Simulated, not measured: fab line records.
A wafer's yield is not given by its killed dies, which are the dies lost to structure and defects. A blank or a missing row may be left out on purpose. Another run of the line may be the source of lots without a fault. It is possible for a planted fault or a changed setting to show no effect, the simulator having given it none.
The tool behind it: which one?	flow sky130	11 lots with 33 wafers sampled at 2 steps, on a route of 708 steps

WHAT EACH GAUGE READ, for each wafer
SKY_SD_P_CD_MEAS_07 targets a cd of 380 nm.
lot	measured	on	cd nm (nm)
L436	day 27 03:38	cd sem-01	380.6 380.0 380.3
L440	day 27 04:50	cd sem-02	379.2 380.1 379.1
L444	day 28 12:02	cd sem-01	381.9 383.4 380.0
L446	day 29 01:49	cd sem-02	382.8 382.6 382.3
L445	day 29 02:08	cd sem-01	380.7 378.8 379.0
L449	day 31 08:19	cd sem-01	377.1 376.6 377.5
L452	day 31 14:46	cd sem-01	416.4 414.2 418.3
L454	day 31 23:40	cd sem-02	418.5 418.7 418.4
L457	day 33 06:08	cd sem-02	378.0 376.1 378.8
L458	day 33 08:52	cd sem-01	381.8 380.6 382.9
L459	day 33 14:28	cd sem-01	383.0 380.0 380.1

WHAT TOOL EACH LOT RAN ON (gives the tool, then ch and the chambers of the sampled wafers, and finally the start)
lot	SKY_SD_P_COAT_02
L436	litho track-03 ch 0, day 26 12:04
L440	litho track-01 ch 0, day 26 13:43
L444	litho track-03 ch 0, day 27 22:10
L446	litho track-01 ch 0, day 28 11:11
L445	litho track-02 ch 0, day 28 11:29
L449	litho track-03 ch 0, day 30 17:52
L452	litho track-03 ch 0, day 31 00:31
L454	litho track-03 ch 0, day 31 08:58
L457	litho track-01 ch 0, day 32 16:16
L458	litho track-01 ch 0, day 32 19:40
L459	litho track-01 ch 0, day 33 00:43
- SKY_SD_P_COAT_02: resist thk 1140 nm.

THE ANSWER, worked out from the rows above alone
Rule: the usual values come from the lots themselves. Put in order of their means at a reading, lots are off if they are a third of the lots or fewer, leave a main group of 4 or more, and stand apart from it by a gap of 3 or more times the standard deviation of the main group's means; of several such gaps the widest counts. The tables above print the reading to a certain number of digits; a main group whose means all agree to those digits is not used. A lot without any number at a reading at which 4 lots or more have one is off too. Where the step has rows for the other lots, those lots are counted as sound.
Off at SKY_SD_P_CD_MEAS_07 (cd nm): L452, L454. Mean 380.1 nm and standard deviation 1.8 in the main group.
If a tool, at a process step before that reading, ran all the lots that are off and no sound lot after the first of them, it fits. Gauges at SKY_SD_P_CD_MEAS_07: tried the same way as those tools. One fits: litho track-03 at SKY_SD_P_COAT_02. A fault onset in the window from L449 (day 30 17:52, its last sound lot) to L452 (day 31 00:31, its first lot off) fits.

WHAT HAD BEEN PUT IN BY THE SIMULATOR
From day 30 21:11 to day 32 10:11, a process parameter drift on litho track-03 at SKY_SD_P_COAT_02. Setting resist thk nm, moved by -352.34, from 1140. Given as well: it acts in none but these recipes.
Lots struck among those shown: L452, L454. This agrees with what the rule above found.
